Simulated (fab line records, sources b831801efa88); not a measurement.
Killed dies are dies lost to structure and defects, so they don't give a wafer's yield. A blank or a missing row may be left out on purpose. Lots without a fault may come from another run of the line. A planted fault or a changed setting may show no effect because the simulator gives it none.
A struck lot beside a sound one | flow gf180mcu | 43 steps out of a route of 602
Sound: wafers L515.2, L515.3, L515.6. Struck: wafers L518.1, L518.4, L518.5. The cause comes at the end.
At each step with rows: each side's tool, then ch and its chambers, then its first start. Under that, the readings that differ: sound wafers | struck wafers | difference of the means | sigmas: that difference in standard deviations of wafers without a fault.
alike: readings whose means differ by less than 2 such deviations, and words and numbers that are the same on both sides. not compared: withheld readings, readings that some wafer has no value for, bounds like >300 that may hide the same value, and numbers for which the record gives no deviation and whose values overlap.
The two part at a step that has a row with sigmas, a row that says differs or no value, or rows on one side only. Numbers that don't overlap but have no deviation are shown without sigmas and don't part them. A reading that every wafer of one side lacks parts them only if that side has two wafers or more.

first, 4 steps without rows for these wafers: GF_CONTACT_SOFTBAKE_10 (time 60 s); GF_CONTACT_EXPOSE_11 (exposes mask Contact, target cd 220 nm); GF_CONTACT_PEB_12 (peb time 90 s); GF_CONTACT_DEVELOP_13 (develop time 61.24 s).
GF_CONTACT_CD_MEAS_14: target cd 220 nm.
  sound on cd_sem-01, day 18 17:58; struck on cd_sem-02, day 19 19:14
  alike: cd_nm
GF_CONTACT_OVL_MEAS_15:
  sound on overlay-02, day 18 18:04; struck on overlay-01, day 19 19:22
  alike: CONTACT_OVL
then, 1 step without rows for these wafers: GF_CONTACT_ETCH_16 (etches BARC in N2/H2).
GF_CONTACT_ETCH_17: etches SiO2 in C4F8/O2/Ar, stops on CoSi2, target depth 860 nm.
  sound on rie_diel-01 ch 0,1,3; struck on rie_diel-02 ch 1,2
  alike: oes_product_au
GF_CONTACT_STRIP_18: strips in O2/N2.
  sound on plasma_asher-04 ch 0,1, day 18 18:16; struck on plasma_asher-02 ch 0,1, day 19 19:34
  alike: drypump_motor_current_A, heater_power_w, oes_product_au
  not compared: rf_hours_counter_h
then, 3 steps without rows for these wafers: GF_CONTACT_CLEAN_19 (cleans in SPM); GF_CONTACT_CLEAN_20 (cleans in DIW); GF_CONTACT_CLEAN_21 (cleans in dHF, time 20 s).
GF_CONTACT_SPUTTER_22: material Ti, target thk 15 nm, time 80.02 s.
  sound on pvd_sputter-03, day 18 18:33; struck on pvd_sputter-04, day 19 19:56
  alike: chamber_pressure_pa, throttle_valve_pct
then, 2 steps without rows for these wafers: GF_CONTACT_SPUTTER_23 (material TiN, target thk 10 nm, time 40 s); GF_CONTACT_CVD_24 (deposits W, target thk 300 nm, time 90.339 s).
GF_CONTACT_RS_MEAS_25: measures by four-point-probe.
  sound on film_metro-02, day 18 18:50; struck on film_metro-04, day 19 20:08
  alike: CONTACT_W_RS
GF_CONTACT_THK_MEAS_26: measures by xrf.
  sound on film_metro-02, day 18 18:57; struck on film_metro-04, day 19 20:16
  alike: CONTACT_W_THK
GF_CONTACT_CMP_27: polishes, stops on SiO2, t overpolish 15 s, target thk 0 nm.
  sound on cmp-02 ch 2,3, day 18 19:03; struck on cmp-02 ch 1,3, day 19 20:22
  alike: motor_current_A, overpolish_run_s, time_to_endpoint_s
then, 3 steps without rows for these wafers: GF_M1_SPUTTER_00 (material Ti, target thk 37.5 nm, time 150 s); GF_M1_SPUTTER_01 (material TiN, target thk 30 nm, time 25 s); GF_M1_SPUTTER_02 (material AlCu, target thk 450 nm, time 23.9 s).
GF_M1_SPUTTER_03: material Ti, target thk 10 nm, time 6.7 s.
  sound on pvd_sputter-04, day 18 19:28; struck on pvd_sputter-02, day 19 20:47
  alike: chamber_pressure_pa, throttle_valve_pct
then, 1 step without rows for these wafers: GF_M1_SPUTTER_04 (material TiN, target thk 50 nm, time 41.7 s).
GF_M1_RS_MEAS_05: measures by four-point-probe.
  sound on film_metro-04, day 18 19:32; struck on film_metro-02, day 19 20:51
  reading             | sound                | struck               | difference | sigmas
  M1_ALCU_RS (ohm/sq) | 0.0680 0.0677 0.0677 | 0.0703 0.0713 0.0710 | +0.0031    | +3
GF_M1_THK_MEAS_06: measures by xrf.
  sound on film_metro-04, day 18 19:39; struck on film_metro-02, day 19 20:58
  reading          | sound       | struck      | difference | sigmas
  M1_ALCU_THK (nm) | 459 459 461 | 444 436 441 | -19        | -3
then, 7 steps without rows for these wafers: GF_M1_DEHYDRATE_07 (time 60 s); GF_M1_HMDS_08 (prime time 60 s); GF_M1_COAT_09 (resist thk 981.6 nm); GF_M1_SOFTBAKE_10 (time 60 s); GF_M1_EXPOSE_11 (exposes mask Metal1, target cd 230 nm); GF_M1_PEB_12 (peb time 90 s); GF_M1_DEVELOP_13 (develop time 60 s).
GF_M1_CD_MEAS_14: target cd 230 nm.
  sound on cd_sem-01, day 19 20:45; struck on cd_sem-01, day 20 20:59
  alike: cd_nm
GF_M1_OVL_MEAS_15:
  sound on overlay-01, day 19 20:52; struck on overlay-01, day 20 21:06
  alike: M1_OVL
GF_M1_METAL_ETCH_16: etches the open film in Cl2/BCl3, stops on SiO2, target depth 627.5 nm, time 104.6 s.
  sound on rie_metal-04 ch 1, day 19 20:55; struck on rie_metal-02 ch 0,1, day 20 21:08
  reading               | sound             | struck            | difference | sigmas
  oes_product_au (a.u.) | 0.986 0.985 0.984 | 0.966 0.956 0.963 | -0.023     | -3
  alike: drypump_motor_current_A, throttle_valve_pct
  not compared: rf_hours_counter_h
then, 4 steps without rows for these wafers: GF_M1_STRIP_17 (strips in O2/N2); GF_M1_STRIP_18 (strips in post etch residue remover, time 1200 s); GF_M1_CLEAN_19 (cleans in DIW); GF_V1_CVD_00 (deposits SiO2, target thk 600 nm, time 100 s).
GF_V1_THK_MEAS_01:
  sound on film_metro-03, day 19 21:44; struck on film_metro-01, day 20 21:53
  alike: V1_CVD_00_THK
then, 1 step without rows for these wafers: GF_V1_CVD_02 (deposits SiO2 from TEOS, target thk 850 nm, time 94.851 s).
GF_V1_THK_MEAS_03:
  sound on film_metro-03, day 19 21:52; struck on film_metro-01, day 20 22:01
  alike: V1_CVD_02_THK
-- the record jumps here: 11 days lie between the struck wafers' starts before and after (it left off in module V1 and takes up again in module PASSIVATION, whose first step shown is number 602 of the route) --
GF_PASSIVATION_PROBE_99:
  the record has rows for the struck wafers here (prober-02, day 32 03:46) and none for the sound ones

WHERE THEY PART
First at GF_M1_RS_MEAS_05; last, within this record, at GF_PASSIVATION_PROBE_99.

WHY: what the simulator had put in
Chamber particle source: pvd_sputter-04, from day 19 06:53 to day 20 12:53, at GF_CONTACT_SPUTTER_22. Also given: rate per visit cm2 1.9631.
